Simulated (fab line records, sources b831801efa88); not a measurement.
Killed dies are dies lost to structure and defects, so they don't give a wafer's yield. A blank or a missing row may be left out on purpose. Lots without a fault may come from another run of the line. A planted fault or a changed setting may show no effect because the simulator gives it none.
A struck lot beside a sound one | flow gf180mcu | 14 steps out of a route of 602
Sound: wafers L912.1, L912.3, L912.5. Struck: wafers L902.2, L902.3, L902.4. The cause comes at the end.
At each step with rows: each side's tool, then ch and its chambers, then its first start. Under that, the readings that differ: sound wafers | struck wafers | difference of the means | sigmas: that difference in standard deviations of wafers without a fault.
alike: readings whose means differ by less than 2 such deviations, and words and numbers that are the same on both sides. not compared: withheld readings, readings that some wafer has no value for, bounds like >300 that may hide the same value, and numbers for which the record gives no deviation and whose values overlap.
The two part at a step that has a row with sigmas, a row that says differs or no value, or rows on one side only. Numbers that don't overlap but have no deviation are shown without sigmas and don't part them. A reading that every wafer of one side lacks parts them only if that side has two wafers or more.

first, 1 step without rows for these wafers: GF_V4_CVD_00 (deposits SiO2, target thk 600 nm, time 100 s).
GF_V4_THK_MEAS_01:
  sound on film_metro-04, day 28 18:45; struck on film_metro-02, day 25 19:53
  alike: V4_CVD_00_THK
GF_V4_CVD_02: deposits SiO2 from TEOS, target thk 850 nm, time 94.851 s.
  sound on pecvd-03 ch 0,1,2, day 28 18:49; struck on pecvd-04 ch 1,2, day 25 19:56
  alike: heater_power_w
GF_V4_THK_MEAS_03:
  sound on film_metro-01, day 28 18:53; struck on film_metro-01, day 25 20:01
  alike: V4_CVD_02_THK
GF_V4_CMP_04: polishes SiO2.
  sound on cmp-02 ch 1,3, day 28 19:03; struck on cmp-02 ch 1,2,3, day 25 20:04
  alike: motor_current_A, time_to_endpoint_s
GF_V4_BOW_MEAS_05:
  sound on film_metro-01, day 28 19:18; struck on film_metro-02, day 25 20:23
  alike: V4_BOW
then, 6 steps without rows for these wafers: GF_V4_DEHYDRATE_06 (time 60 s); GF_V4_HMDS_07 (prime time 60 s); GF_V4_COAT_08; GF_V4_COAT_09 (resist thk 1000 nm); GF_V4_SOFTBAKE_10 (time 60 s); GF_V4_EXPOSE_11 (exposes mask Via4, target cd 260 nm).
GF_V4_PEB_12: peb time 90 s.
  sound on litho_track-04 ch 0, day 29 14:51; struck on litho_track-03, day 26 17:34
  no value came back on the struck wafers for chill_plate_temp_C (C), exhaust_pa (Pa), heater_power_total_W (W); on the sound wafers chill_plate_temp_C (C) reads 23.09 22.82 23.13
then, 1 step without rows for these wafers: GF_V4_DEVELOP_13 (develop time 60 s).

WHERE THEY PART
Only at GF_V4_PEB_12, within this record.

WHY: what the simulator had put in
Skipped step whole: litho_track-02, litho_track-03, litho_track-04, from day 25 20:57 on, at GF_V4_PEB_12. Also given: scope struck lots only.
